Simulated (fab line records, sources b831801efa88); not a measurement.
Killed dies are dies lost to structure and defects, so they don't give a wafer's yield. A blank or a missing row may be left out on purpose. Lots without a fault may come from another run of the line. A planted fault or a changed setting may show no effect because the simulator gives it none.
A struck lot beside a sound one | flow sky130 | 37 steps out of a route of 708
Sound: wafers L319.2, L319.5, L319.6. Struck: wafer L326.4. (L326.2, L326.6 of the same lot were not struck and are left out.) The cause comes at the end.
At each step with rows: each side's tool, then ch and its chambers, then its first start. Under that, the readings that differ: sound wafers | struck wafers | difference of the means | sigmas: that difference in standard deviations of wafers without a fault.
alike: readings whose means differ by less than 2 such deviations, and words and numbers that are the same on both sides. not compared: withheld readings, readings that some wafer has no value for, bounds like >300 that may hide the same value, and numbers for which the record gives no deviation and whose values overlap.
The two part at a step that has a row with sigmas, a row that says differs or no value, or rows on one side only. Numbers that don't overlap but have no deviation are shown without sigmas and don't part them. A reading that every wafer of one side lacks parts them only if that side has two wafers or more.

first, 10 steps without rows for these wafers: SKY_VIA3_ETCH_15 (etches SiO2 in C4F8/O2/Ar, stops on TiN, target depth 507 nm, time 78 s); SKY_VIA3_STRIP_16 (strips in O2/N2); SKY_VIA3_STRIP_17 (strips in post etch residue remover, time 1200 s); SKY_VIA3_CLEAN_18 (cleans in IPA, time 180 s); SKY_VIA3_CLEAN_19 (cleans in O3/DIW); SKY_VIA3_SPUTTER_20 (material TiN, target thk 20 nm, time 80 s); SKY_VIA3_CVD_21 (deposits W, target thk 390 nm, time 117.31 s); SKY_VIA3_CMP_24 (polishes, stops on SiO2, t overpolish 20 s, target thk 0 nm); SKY_METAL4_SPUTTER_00 (material Ti, target thk 15 nm, time 10 s); SKY_METAL4_SPUTTER_01 (material TiN, target thk 20 nm, time 16.7 s).
SKY_METAL4_SPUTTER_02: material AlCu, target thk 735 nm, time 39.1 s.
  sound on pvd_sputter-01, day 41 05:19; struck on pvd_sputter-01, day 43 03:59
  reading                                     | sound             | struck | difference | sigmas
  model.AlCu_of_METAL4_SPUTTER_02.thk_nm (nm) | 736.4 731.3 742.6 | 328.5  | -408.3     |
  alike: throttle_valve_pct
then, 24 steps without rows for these wafers: SKY_METAL4_SPUTTER_03 (material Ti, target thk 5 nm, time 3.3 s); SKY_METAL4_SPUTTER_04 (material TiN, target thk 70 nm, time 58.3 s); SKY_CAP2M_CVD_00 (deposits SiO2, target thk 15.5 nm); SKY_CAP2M_SPUTTER_02 (material TiN, target thk 200 nm, time 166.7 s); SKY_CAP2M_DEHYDRATE_05 (time 60 s); SKY_CAP2M_HMDS_06 (prime time 60 s); SKY_CAP2M_COAT_07 (resist thk 1140 nm); SKY_CAP2M_SOFTBAKE_08 (time 60 s); SKY_CAP2M_EXPOSE_09 (exposes mask CAP2M, target cd 1000 nm); SKY_CAP2M_PEB_10; SKY_CAP2M_DEVELOP_11 (develop time 60 s); SKY_CAP2M_METAL_ETCH_13 (etches TiN in Cl2/BCl3, stops on SiO2, target depth 220 nm, time 62.9 s); SKY_CAP2M_STRIP_14 (strips in O2/N2); SKY_CAP2M_STRIP_15 (strips in post etch residue remover, time 1200 s); SKY_CAP2M_CLEAN_16 (cleans in IPA, time 180 s); SKY_CAP2M_CLEAN_17 (cleans in O3/DIW); SKY_METAL4_DEHYDRATE_05 (time 60 s); SKY_METAL4_HMDS_06 (prime time 60 s); SKY_METAL4_COAT_07 (resist thk 60 nm); SKY_METAL4_COAT_08 (resist thk 1158 nm); SKY_METAL4_SOFTBAKE_09 (time 90 s); SKY_METAL4_EXPOSE_10 (exposes mask MM4, target cd 300 nm); SKY_METAL4_PEB_11; SKY_METAL4_DEVELOP_12 (develop time 60 s).
SKY_METAL4_METAL_ETCH_18: etches the open film in Cl2/BCl3, stops on SiO2, target depth 845 nm, time 183.1 s.
  sound on rie_metal-02 ch 0,1, day 43 05:20; struck on rie_metal-02 ch 0, day 45 00:02
  reading               | sound             | struck | difference | sigmas
  oes_product_au (a.u.) | 0.863 0.860 0.869 | 0.634  | -0.230     | -35
  alike: bias_w, drypump_motor_current_A, throttle_valve_pct
  not compared: rf_hours_counter_h
-- the record jumps here: 4 days lie between the struck wafers' starts before and after (it left off in module METAL4 and takes up again in module PAD_OPEN, whose first step shown is number 708 of the route) --
SKY_PAD_OPEN_PROBE_99:
  sound on prober-02, day 46 23:44; struck on prober-01, day 48 14:21
  reading                       | sound                   | struck  | difference | sigmas
  model.etest.met4.line_ohm_um  | 0.1464 0.1457 0.14      | 0.3334  | +0.1894    |
  model.etest.via4_chain.rc_ohm | 0.7682 0.7873 0.7856    | 0.9465  | +0.1661    |
  model.etest.met4.rs_ohm_sq    | 0.04272 0.04286 0.04224 | 0.09707 | +0.05446   |
  alike: defect_limited_yield, killed_at_M0_to_M3, killed_at_M4_up, killed_at_contacts, killed_at_front_end, killed_at_other, killed_dies, killed_open, killed_short, sort_bin_3_pad_short, sort_bin_5_function, sort_bin_6_memory, sort_n_pass, sort_yield_pct

WHERE THEY PART
Only at SKY_METAL4_METAL_ETCH_18, within this record. Later steps at which nothing parts them and some readings are alike: SKY_PAD_OPEN_PROBE_99.

WHY: what the simulator had put in
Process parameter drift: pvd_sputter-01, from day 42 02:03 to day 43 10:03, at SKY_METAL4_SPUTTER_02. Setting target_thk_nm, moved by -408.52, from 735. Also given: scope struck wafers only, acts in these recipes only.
